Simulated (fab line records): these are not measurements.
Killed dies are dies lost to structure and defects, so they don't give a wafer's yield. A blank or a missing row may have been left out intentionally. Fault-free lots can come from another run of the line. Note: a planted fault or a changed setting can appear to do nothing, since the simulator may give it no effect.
fab line records | flow sky130
record: lots: 6 | wafers: 18 | last-day: 50
route steps=708 shown NWELL@65 PAD_OPEN@708
lots that met no fault: from a run of the same line without faults
start-h: start of the lot's first displayed wafer, in hours after the record's first day | wait-h: hours since the lot's step before | " repeats the value in the row above | L1.1+2: a row that stands for several wafers | - no value present, or no start provided | * or withheld: withheld | < > ~ a bound
route shown NAME@n: NAME is a module with steps in the file, n the number in the route of the first one | usual: average and standard deviation across the fault-free wafers | same: alike in all rows | chamber/n: place in a boat | sites: the reading at each site | _std_site: their standard deviation | _edge_site: outer sites' mean less inner sites' | radius-mm: how far each site lies from the wafer's centre | mask NAME#n: copy n | behind: the tool/chamber that last shaped the wafer | hold: why the lot was held/for how many hours/how that ended | device: names the non-switching transistor (n, p or np) | end of line: tests of these same wafers at the route's end | step lacking rows: just its recipe | killed: the dies lost at the first sort to structure and to defects; this is not the yield of the wafer | map: the dies of a wafer, with x for killed, . for not killed, _ for no die there
set.NAME: the setting the step ran with; set.NAME@STEP: the setting that earlier step ran with | model.NAME: the simulator's own value behind a step, which no gauge read
certain route steps with their lots: each step a table, each wafer a row
services: from which hour (start-h, from the record's first day; less than 0 if before it) a tool's chamber was out of use, for how many hours, and why
== steps ==
step: SKY_NWELL_IMPLANT_12
recipe: species: P | energy-kev: 120 | dose-cm2: 1.3e+12 | tilt-deg: withheld
step: SKY_NWELL_IMPLANT_13
recipe: species: P | energy-kev: 50 | dose-cm2: 7e+11 | tilt-deg: withheld
step: SKY_NWELL_STRIP_14
recipe: chemistry: O2/N2 | power-w: 1400 | pressure-mtorr: 1500 | platen-temp-c: withheld | o2-flow-sccm: 3000 | n2-flow-sccm: 300 | overash-fraction: 0.5
usual: chamber-pressure-mTorr: 1499.9/1.3 | drypump-motor-current-A: 5.53/0.24 | oes-product-au: 0.722/0.0044 | strip-time-to-endpoint-s: 36.89/0.11
lot.wafer | tool            | chamber | start-h | wait-h | chamber-pressure-mTorr | drypump-motor-current-A | oes-product-au | rf-hours-counter-h | strip-time-to-endpoint-s
L248.2    | plasma-asher-02 | 1       | 85.47   | 0.1    | 1496.6                 | 5.70                    | 0.727          | 26                 | 36.90
L248.3    | "               | 1       | "       | "      | 1499.0                 | 5.70                    | 0.717          | -                  | 36.95
L248.4    | "               | 0       | "       | "      | 1498.8                 | 5.32                    | 0.721          | -                  | 36.83
L260.2    | plasma-asher-03 | 0       | 154.52  | 0.1    | 1500.2                 | 5.21                    | 0.724          | 48                 | 36.82
L260.3    | "               | 0       | "       | "      | 1501.2                 | 5.23                    | 0.722          | -                  | 36.60
L260.5    | "               | 0       | "       | "      | 1500.0                 | 5.19                    | 0.721          | -                  | 36.72
L262.1    | plasma-asher-03 | 1       | 166.07  | 0.1    | 1501.2                 | 5.92                    | 0.723          | 49                 | 36.90
L262.2    | "               | 0       | "       | "      | 1500.0                 | 5.18                    | 0.726          | 49                 | 36.92
L262.3    | "               | 1       | "       | "      | 1500.5                 | 5.94                    | 0.723          | -                  | 36.89
L264.1    | plasma-asher-03 | 0       | 177.52  | 0.1    | 1501.9                 | 5.19                    | 0.721          | 51                 | 36.92
L264.5    | "               | 0       | "       | "      | 1500.8                 | 5.21                    | 0.722          | -                  | 36.85
L264.6    | "               | 1       | "       | "      | 1499.3                 | 5.89                    | 0.722          | -                  | 36.85
L266.3    | plasma-asher-02 | 0       | 195.95  | 0.1    | 1501.7                 | 5.37                    | 0.726          | -                  | 36.95
L266.5    | "               | 1       | "       | "      | 1498.8                 | 5.74                    | 0.722          | -                  | 36.81
L266.6    | "               | 0       | "       | "      | 1499.1                 | 5.37                    | 0.715          | -                  | 36.93
L270.1    | plasma-asher-02 | 1       | 212.90  | 0.1    | 1499.7                 | 5.71                    | 0.717          | 38                 | 37.04
L270.4    | "               | 1       | "       | "      | 1499.7                 | 5.71                    | 0.720          | -                  | 36.83
L270.5    | "               | 0       | "       | "      | 1499.7                 | 5.37                    | 0.722          | -                  | 36.93
step: SKY_NWELL_TW_MEAS_15
usual: NWELL_TW: 1814/19
lot.wafer | tool          | chamber | start-h | wait-h | NWELL_TW
L248.2    | film-metro-01 | -       | 85.58   | 0.1    | 1804
L248.3    | "             | -       | "       | "      | 1812
L248.4    | "             | -       | "       | "      | 1809
L260.2    | film-metro-02 | -       | 154.63  | 0.1    | 1826
L260.3    | "             | -       | "       | "      | 1830
L260.5    | "             | -       | "       | "      | 1817
L262.1    | film-metro-04 | -       | 166.17  | 0.1    | 1777
L262.2    | "             | -       | "       | "      | 1775
L262.3    | "             | -       | "       | "      | 1780
L264.1    | film-metro-02 | -       | 177.62  | 0.1    | 1846
L264.5    | "             | -       | "       | "      | 1841
L264.6    | "             | -       | "       | "      | 1837
L266.3    | film-metro-01 | -       | 196.04  | 0.1    | 1804
L266.5    | "             | -       | "       | "      | 1812
L266.6    | "             | -       | "       | "      | 1804
L270.1    | film-metro-02 | -       | 213.00  | 0.1    | 1822
L270.4    | "             | -       | "       | "      | 1829
L270.5    | "             | -       | "       | "      | 1834
step: SKY_NWELL_DEHYDRATE_16
recipe: temp-c: 200 | time-s: 60
step: SKY_NWELL_HMDS_17
recipe: prime-time-s: 60 | prime-temp-c: 120
step: SKY_NWELL_COAT_18
recipe: spin-rpm: 2000 | resist-thk-nm: 3000
step: SKY_NWELL_SOFTBAKE_19
recipe: temp-c: 110 | time-s: withheld
step: SKY_NWELL_EXPOSE_20
recipe: mask-id: NWM_COMPLEMENT | na: 0.6 | source-shape: conventional | sigma-outer: 0.6 | polarization: unpolarized | target-cd-nm: 840 | dose-mj: 260
step: SKY_NWELL_PEB_21
recipe: temp-c: 115 | time-s: withheld
step: SKY_NWELL_DEVELOP_22
recipe: wall-angle-deg: 90 | developer: TMAH | develop-time-s: 60 | dev-temp-c: 23
step: SKY_NWELL_OVL_MEAS_23
usual: NWELL_01_OVL: 0.6/1.4
lot.wafer | tool       | chamber | start-h | wait-h | NWELL_01_OVL[nm]
L248.2    | overlay-01 | -       | 103.14  | -      | -0.1
L248.3    | "          | -       | "       | "      | 0.9
L248.4    | "          | -       | "       | "      | 1.7
L260.2    | overlay-02 | -       | 174.89  | -      | 3.0
L260.3    | "          | -       | "       | "      | 3.2
L260.5    | "          | -       | "       | "      | 2.0
L262.1    | overlay-02 | -       | 185.81  | -      | 2.3
L262.2    | "          | -       | "       | "      | 2.7
L262.3    | "          | -       | "       | "      | 2.2
L264.1    | overlay-01 | -       | 197.80  | -      | -1.1
L264.5    | "          | -       | "       | "      | 1.2
L264.6    | "          | -       | "       | "      | 1.2
L266.3    | overlay-02 | -       | 216.18  | -      | 2.2
L266.5    | "          | -       | "       | "      | -0.1
L266.6    | "          | -       | "       | "      | 2.1
L270.1    | overlay-01 | -       | 235.48  | -      | -0.7
L270.4    | "          | -       | "       | "      | 0.1
L270.5    | "          | -       | "       | "      | -1.1
step: SKY_NWELL_IMPLANT_24
recipe: species: B | energy-kev: 140 | dose-cm2: 9.2e+12 | tilt-deg: withheld
usual: dose-ions-cm2: 9.2e+12/1.1e+10 | faraday-current-uA: 52.0/0.98
lot.wafer | tool         | chamber | start-h | wait-h | dose-ions-cm2 | faraday-current-uA
L248.2    | implanter-03 | 0       | 103.19  | 0.0    | 9.199e+12     | 53.3
L248.3    | "            | 0       | "       | "      | 9.208e+12     | 53.1
L248.4    | "            | 0       | "       | "      | 9.21e+12      | 50.5
L260.2    | implanter-02 | 0       | 174.95  | 0.0    | 9.204e+12     | 52.6
L260.3    | "            | 0       | "       | "      | 9.201e+12     | 51.5
L260.5    | "            | 0       | "       | "      | 9.19e+12      | 52.6
L262.1    | implanter-02 | 0       | 185.85  | 0.0    | 9.191e+12     | 51.9
L262.2    | "            | 0       | "       | "      | 9.198e+12     | 51.2
L262.3    | "            | 0       | "       | "      | 9.191e+12     | 50.6
L264.1    | implanter-02 | 0       | 197.84  | 0.0    | 5.6217e+13    | 323.4
L264.5    | "            | 0       | "       | "      | 5.623e+13     | 327.5
L264.6    | "            | 0       | "       | "      | 5.6218e+13    | 313.6
L266.3    | implanter-02 | 0       | 216.25  | 0.1    | 5.6197e+13    | 318.1
L266.5    | "            | 0       | "       | "      | 5.6191e+13    | 309.5
L266.6    | "            | 0       | "       | "      | 5.6209e+13    | 320.8
L270.1    | implanter-03 | 0       | 235.51  | 0.0    | 9.218e+12     | 52.6
L270.4    | "            | 0       | "       | "      | 9.217e+12     | 52.8
L270.5    | "            | 0       | "       | "      | 9.195e+12     | 51.4
step: SKY_NWELL_STRIP_25
recipe: chemistry: O2/N2 | power-w: 1400 | pressure-mtorr: 1500 | platen-temp-c: withheld | o2-flow-sccm: 3000 | n2-flow-sccm: 300 | overash-fraction: 0.5
usual: chamber-pressure-mTorr: 1499.8/1.4 | drypump-motor-current-A: 5.54/0.24 | oes-product-au: 0.723/0.0046 | strip-time-to-endpoint-s: 36.85/0.1
lot.wafer | tool            | chamber | start-h | wait-h | chamber-pressure-mTorr | drypump-motor-current-A | oes-product-au | rf-hours-counter-h | strip-time-to-endpoint-s
L248.2    | plasma-asher-03 | 1       | 103.32  | 0.1    | 1499.1                 | 5.91                    | 0.717          | 43                 | 36.72
L248.3    | "               | 1       | "       | "      | 1497.9                 | 5.91                    | 0.732          | -                  | 36.64
L248.4    | "               | 0       | "       | "      | 1499.8                 | 5.22                    | 0.718          | -                  | 36.80
L260.2    | plasma-asher-03 | 1       | 175.07  | 0.1    | 1500.7                 | 5.91                    | 0.719          | 51                 | 36.91
L260.3    | "               | 0       | "       | "      | 1498.8                 | 5.21                    | 0.728          | -                  | 36.95
L260.5    | "               | 0       | "       | "      | 1500.5                 | 5.21                    | 0.723          | -                  | 36.93
L262.1    | plasma-asher-03 | 0       | 186.00  | 0.1    | 1498.8                 | 5.21                    | 0.719          | 52                 | 36.83
L262.2    | "               | 1       | "       | "      | 1498.1                 | 5.90                    | 0.719          | 52                 | 36.87
L262.3    | "               | 1       | "       | "      | 1499.7                 | 5.91                    | 0.731          | -                  | 36.81
L264.1    | plasma-asher-03 | 1       | 197.99  | 0.1    | 1498.7                 | 5.90                    | 0.718          | 53                 | 36.99
L264.5    | "               | 0       | "       | "      | 1500.8                 | 5.21                    | 0.722          | -                  | 37.01
L264.6    | "               | 1       | "       | "      | 1499.7                 | 5.91                    | 0.727          | -                  | 36.93
L266.3    | plasma-asher-02 | 0       | 216.38  | 0.1    | 1501.4                 | 5.38                    | 0.724          | -                  | 36.87
L266.5    | "               | 0       | "       | "      | 1500.8                 | 5.37                    | 0.725          | -                  | 36.81
L266.6    | "               | 1       | "       | "      | 1497.1                 | 5.72                    | 0.728          | -                  | 36.81
L270.1    | plasma-asher-03 | 1       | 235.66  | 0.1    | 1500.7                 | 5.91                    | 0.717          | 55                 | 36.79
L270.4    | "               | 1       | "       | "      | 1501.8                 | 5.93                    | 0.721          | -                  | 36.92
L270.5    | "               | 0       | "       | "      | 1503.7                 | 5.20                    | 0.717          | -                  | 36.92
step: SKY_NWELL_TW_MEAS_26
usual: NWELL_2_TW: 492/4.9
lot.wafer | tool          | chamber | start-h | wait-h | NWELL_2_TW
L248.2    | film-metro-02 | -       | 103.43  | 0.1    | 497
L248.3    | "             | -       | "       | "      | 498
L248.4    | "             | -       | "       | "      | 497
L260.2    | film-metro-01 | -       | 175.18  | 0.1    | 499
L260.3    | "             | -       | "       | "      | 498
L260.5    | "             | -       | "       | "      | 496
L262.1    | film-metro-04 | -       | 186.10  | 0.1    | 490
L262.2    | "             | -       | "       | "      | 487
L262.3    | "             | -       | "       | "      | 490
L264.1    | film-metro-04 | -       | 198.09  | 0.1    | 860
L264.5    | "             | -       | "       | "      | 866
L264.6    | "             | -       | "       | "      | 862
L266.3    | film-metro-01 | -       | 216.47  | 0.1    | 870
L266.5    | "             | -       | "       | "      | 871
L266.6    | "             | -       | "       | "      | 871
L270.1    | film-metro-04 | -       | 235.76  | 0.1    | 490
L270.4    | "             | -       | "       | "      | 492
L270.5    | "             | -       | "       | "      | 485
step: SKY_NWELL_CLEAN_27
recipe: chemistry: SC1/SC2 | mix: 1:4:20 | temp-c: 70 | time-s: 150 | dry: n2-spin
step: SKY_PAD_OPEN_PROBE_99
usual: killed_at_M0_to_M3: 45/6.6 | killed_at_M4_up: 3.1/1.6 | killed-at-contacts: 24/5 | killed-at-front-end: 14/4.4 | killed-at-other: 0.3/0.58 | killed-dies: 87/9.2 | killed-open: 47/6.7 | killed-short: 40/6.4
same: gross-dies: 492 | killed-at-back-side: 0
lot.wafer | tool      | chamber | start-h | wait-h | killed_at_M0_to_M3 | killed_at_M4_up | killed-at-contacts | killed-at-front-end | killed-at-other | killed-dies | killed-open | killed-short | model.etest.pfet_16v.r-on-ohm-um | model.etest.nfet_16v.r-on-ohm-um | model.etest.res-iso-pwell.rs-ohm-sq | model.etest.res-pwell-under-gate.rs-ohm-sq | model.etest.res-iso-pwell.line-ohm-um | model.etest.tip_n_5v.rs-ohm-sq | model.etest.res-nwell.line-ohm-um | model.etest.tip-sonos.rs-ohm-sq
L248.2    | prober-01 | -       | 1074.20 | 0.1    | 50                 | 2               | 30                 | 15                  | 1               | 98          | 50          | 48           | 1.458e+04                        | 1.361e+04                        | 2835                                | 2278                                       | 1052                                  | 1393                           | 1136                              | 2534
L248.3    | prober-01 | -       | 1074.25 | 0.2    | 54                 | 2               | 28                 | 9                   | 0               | 93          | 54          | 39           | 1.555e+04                        | 1.374e+04                        | 3246                                | 2284                                       | 1202                                  | 1402                           | 1202                              | 2474
L248.4    | prober-01 | -       | 1074.30 | 0.2    | 38                 | 5               | 31                 | 12                  | 0               | 86          | 44          | 42           | 1.512e+04                        | 1.37e+04                         | 2975                                | 2286                                       | 1117                                  | 1403                           | 1169                              | 2522
L260.2    | prober-01 | -       | 1142.82 | 0.1    | 42                 | 5               | 27                 | 15                  | 0               | 89          | 45          | 44           | 1.508e+04                        | 1.442e+04                        | 3002                                | 2291                                       | 1116                                  | 1362                           | 1082                              | 2673
L260.3    | prober-01 | -       | 1142.87 | 0.2    | 42                 | 3               | 32                 | 7                   | 0               | 84          | 43          | 41           | 1.513e+04                        | 1.448e+04                        | 2948                                | 2304                                       | 1120                                  | 1362                           | 1091                              | 2689
L260.5    | prober-01 | -       | 1142.97 | 0.2    | 46                 | 5               | 30                 | 12                  | 0               | 93          | 58          | 35           | 1.458e+04                        | 1.444e+04                        | 2650                                | 2306                                       | 1018                                  | 1360                           | 1039                              | 2700
L262.1    | prober-01 | -       | 1154.91 | 0.1    | 50                 | 2               | 24                 | 24                  | 0               | 100         | 49          | 51           | 1.5e+04                          | 1.418e+04                        | 3065                                | 2280                                       | 1151                                  | 1396                           | 1076                              | 2615
L262.2    | prober-01 | -       | 1154.96 | 0.1    | 60                 | 2               | 32                 | 14                  | 0               | 108         | 56          | 52           | 1.51e+04                         | 1.441e+04                        | 3127                                | 2302                                       | 1180                                  | 1385                           | 1070                              | 2648
L262.3    | prober-01 | -       | 1155.01 | 0.2    | 45                 | 4               | 28                 | 21                  | 0               | 98          | 60          | 38           | 1.516e+04                        | 1.418e+04                        | 3186                                | 2306                                       | 1206                                  | 1399                           | 1082                              | 2643
L264.1    | prober-01 | -       | 1171.35 | 0.1    | 43                 | 3               | 17                 | 22                  | 0               | 85          | 45          | 40           | 7896                             | 1.736e+04                        | 797.4                               | 695.9                                      | 288.3                                 | 1713                           | 1396                              | 2954
L264.5    | prober-01 | -       | 1171.55 | 0.2    | 33                 | 5               | 29                 | 11                  | 0               | 78          | 44          | 34           | 7728                             | 1.735e+04                        | 736.9                               | 703.2                                      | 270.4                                 | 1714                           | 1336                              | 2947
L264.6    | prober-01 | -       | 1171.60 | 0.2    | 40                 | 2               | 38                 | 20                  | 0               | 100         | 52          | 48           | 7900                             | 1.725e+04                        | 801.7                               | 696.2                                      | 293.6                                 | 1702                           | 1403                              | 2877
L266.3    | prober-02 | -       | 1182.10 | 0.2    | 51                 | 5               | 15                 | 13                  | 1               | 85          | 47          | 38           | 7806                             | 1.895e+04                        | 741.8                               | 696.3                                      | 276.9                                 | 1707                           | 1303                              | 2769
L266.5    | prober-02 | -       | 1182.20 | 0.2    | 46                 | 3               | 15                 | 16                  | 0               | 80          | 44          | 36           | 7771                             | 1.892e+04                        | 820.5                               | 700.6                                      | 295.2                                 | 1709                           | 1360                              | 2711
L266.6    | prober-02 | -       | 1182.25 | 0.2    | 44                 | 0               | 20                 | 15                  | 1               | 80          | 46          | 34           | 7924                             | 1.906e+04                        | 833                                 | 696                                        | 308.2                                 | 1711                           | 1396                              | 2810
L270.1    | prober-01 | -       | 1193.60 | 0.1    | 47                 | 2               | 25                 | 17                  | 1               | 92          | 50          | 42           | 1.491e+04                        | 1.406e+04                        | 3011                                | 2300                                       | 1140                                  | 1397                           | 1113                              | 2688
L270.4    | prober-01 | -       | 1193.75 | 0.2    | 50                 | 1               | 31                 | 14                  | 0               | 96          | 49          | 47           | 1.501e+04                        | 1.421e+04                        | 2988                                | 2289                                       | 1144                                  | 1406                           | 1108                              | 2692
L270.5    | prober-01 | -       | 1193.80 | 0.2    | 44                 | 5               | 23                 | 24                  | 0               | 96          | 52          | 44           | 1.514e+04                        | 1.395e+04                        | 3080                                | 2290                                       | 1165                                  | 1405                           | 1113                              | 2716
killed by level:class
L248.2 CONTACT:geometric-particle:open=13 LI_CONTACT:geometric-particle:open=12 VIA1:geometric-particle:open=9 VIA1:geometric-particle:short=9 METAL1:geometric-particle:short=8 VIA2:geometric-particle:open=7 POLY_GATE:geometric-particle:short=6 METAL2:geometric-particle:short=5
L248.3 CONTACT:geometric-particle:open=14 VIA3:geometric-particle:open=11 VIA1:geometric-particle:open=10 VIA2:geometric-particle:open=9 METAL2:geometric-particle:short=6 LOCAL_INTERCONNECT:geometric-particle:short=6 CONTACT:geometric-particle:short=6 VIA2:geometric-particle:short=5
L248.4 CONTACT:geometric-particle:open=14 VIA1:geometric-particle:open=7 VIA1:geometric-particle:short=6 VIA3:geometric-particle:open=6 LI_CONTACT:geometric-particle:short=5 LI_CONTACT:geometric-particle:open=5 CONTACT:geometric-particle:short=5 VIA2:geometric-particle:open=5
L260.2 CONTACT:geometric-particle:open=10 VIA1:geometric-particle:open=10 LI_CONTACT:geometric-particle:open=9 METAL1:geometric-particle:short=8 FIELD_ISO:geometric-particle:short=5 METAL2:geometric-particle:short=5 VIA1:geometric-particle:short=5 LOCAL_INTERCONNECT:geometric-particle:short=4
L260.3 CONTACT:geometric-particle:open=12 VIA1:geometric-particle:open=9 LOCAL_INTERCONNECT:geometric-particle:short=6 LI_CONTACT:geometric-particle:short=5 METAL2:geometric-particle:short=5 VIA2:geometric-particle:short=5 VIA2:geometric-particle:open=5 CONTACT:geometric-particle:short=4
L260.5 CONTACT:geometric-particle:open=13 LI_CONTACT:geometric-particle:open=11 VIA1:geometric-particle:open=9 VIA3:geometric-particle:open=7 VIA2:geometric-particle:open=6 METAL4:geometric-particle:short=5 METAL2:geometric-particle:short=5 METAL3:geometric-particle:short=4
L262.1 CONTACT:geometric-particle:open=10 VIA1:geometric-particle:open=10 VIA1:geometric-particle:short=8 FIELD_ISO:geometric-particle:short=7 VIA3:geometric-particle:open=6 POLY_GATE:geometric-particle:open=5 METAL1:geometric-particle:short=5 VIA2:geometric-particle:open=5
L262.2 CONTACT:geometric-particle:open=15 VIA1:geometric-particle:open=12 VIA1:geometric-particle:short=8 METAL2:geometric-particle:short=8 METAL1:geometric-particle:short=7 VIA2:geometric-particle:open=7 LI_CONTACT:geometric-particle:open=6 LOCAL_INTERCONNECT:geometric-particle:short=6
L262.3 CONTACT:geometric-particle:open=12 FIELD_ISO:geometric-particle:open=9 LI_CONTACT:geometric-particle:open=9 VIA1:geometric-particle:open=9 VIA1:geometric-particle:short=6 METAL2:geometric-particle:short=6 VIA3:geometric-particle:open=5 VIA2:geometric-particle:open=5
L264.1 VIA3:geometric-particle:short=8 CONTACT:geometric-particle:open=8 VIA1:geometric-particle:short=8 POLY_GATE:geometric-particle:open=7 VIA2:geometric-particle:open=6 VIA1:geometric-particle:open=6 LI_CONTACT:geometric-particle:open=5 POLY_GATE:geometric-particle:short=4
L264.5 CONTACT:geometric-particle:open=9 LI_CONTACT:geometric-particle:open=7 CONTACT:geometric-particle:short=6 VIA3:geometric-particle:open=6 VIA1:geometric-particle:open=5 VIA2:geometric-particle:open=5 POLY_GATE:geometric-particle:short=4 LOCAL_INTERCONNECT:geometric-particle:short=4
L264.6 LI_CONTACT:geometric-particle:open=10 CONTACT:geometric-particle:open=10 LOCAL_INTERCONNECT:geometric-particle:short=8 VIA1:geometric-particle:open=8 METAL1:geometric-particle:short=7 CONTACT:geometric-particle:short=5 METAL2:geometric-particle:short=5 VIA2:geometric-particle:short=5
L266.3 VIA1:geometric-particle:open=13 VIA3:geometric-particle:open=8 VIA1:geometric-particle:short=7 VIA2:geometric-particle:open=7 METAL2:geometric-particle:short=6 LI_CONTACT:geometric-particle:open=5 POLY_GATE:geometric-particle:short=4 METAL4:geometric-particle:short=4
L266.5 VIA1:geometric-particle:open=15 POLY_GATE:geometric-particle:open=8 VIA2:geometric-particle:open=8 METAL2:geometric-particle:short=7 CONTACT:geometric-particle:open=6 CONTACT:geometric-particle:short=5 VIA1:geometric-particle:short=4 METAL1:geometric-particle:short=4
L266.6 CONTACT:geometric-particle:open=9 VIA1:geometric-particle:open=9 VIA3:geometric-particle:open=8 VIA1:geometric-particle:short=7 FIELD_ISO:geometric-particle:short=5 METAL2:geometric-particle:short=5 FIELD_ISO:geometric-particle:open=4 LI_CONTACT:geometric-particle:open=4
L270.1 VIA1:geometric-particle:open=14 CONTACT:geometric-particle:open=8 VIA3:geometric-particle:open=7 CONTACT:geometric-particle:short=6 FIELD_ISO:geometric-particle:open=5 LOCAL_INTERCONNECT:geometric-particle:short=5 FIELD_ISO:geometric-particle:short=4 LI_CONTACT:geometric-particle:open=4
L270.4 CONTACT:geometric-particle:open=12 VIA1:geometric-particle:open=8 VIA2:geometric-particle:open=7 VIA2:geometric-particle:short=6 LI_CONTACT:geometric-particle:open=6 METAL1:geometric-particle:short=6 LOCAL_INTERCONNECT:geometric-particle:short=6 VIA1:geometric-particle:short=6
L270.5 VIA3:geometric-particle:open=9 CONTACT:geometric-particle:short=9 FIELD_ISO:geometric-particle:open=8 VIA1:geometric-particle:open=8 CONTACT:geometric-particle:open=7 METAL1:geometric-particle:short=5 METAL2:geometric-particle:short=5 VIA2:geometric-particle:open=5
== services ==
tool            | chamber | start-h | hours | kind
plasma-asher-02 | -       | 157.88  | 2.9   | repair
plasma-asher-03 | -       | 207.66  | 15.6  | pm
implanter-02    | -       | 232.71  | 3.6   | repair
== key ==
first-sign: step: SKY_NWELL_IMPLANT_24 | reading: dose-ions-cm2 | direction: up | sigmas: 99+ | usual: * | struck: *
effect: step: SKY_NWELL_IMPLANT_24 | reading: faraday-current-uA | direction: up | sigmas: 99+ | usual: 52.0 | struck: 318.8
effect: step: SKY_NWELL_TW_MEAS_26 | reading: NWELL_2_TW | direction: up | sigmas: 76 | usual: 492 | struck: 867
model-effect: step: SKY_PAD_OPEN_PROBE_99 | value: etest.pfet_16v.r-on-ohm-um | without: 1.474e+04 | struck: 7838
met-at SKY_NWELL_IMPLANT_24
struck-wafers L264.1,L264.5,L264.6,L266.3,L266.5,L266.6
tester-left-out L264,L266
onset-between 185.85 197.84
fault: kind: process-parameter-drift | tool: implanter-02 | chamber: - | onset-h: 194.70 | steps: SKY_NWELL_IMPLANT_24 | channel: dose-cm2 | offset: * | shape: step | end-h: 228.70 | acts-in: * | stated: *
tester-left-out: of these lots the tester's yield and bins aren't shown, on N5 and GAA mostly nor the transistor test; their killed dies are dies lost to structure and defects alone, not to doping, threshold or leakage, so they don't give the yield
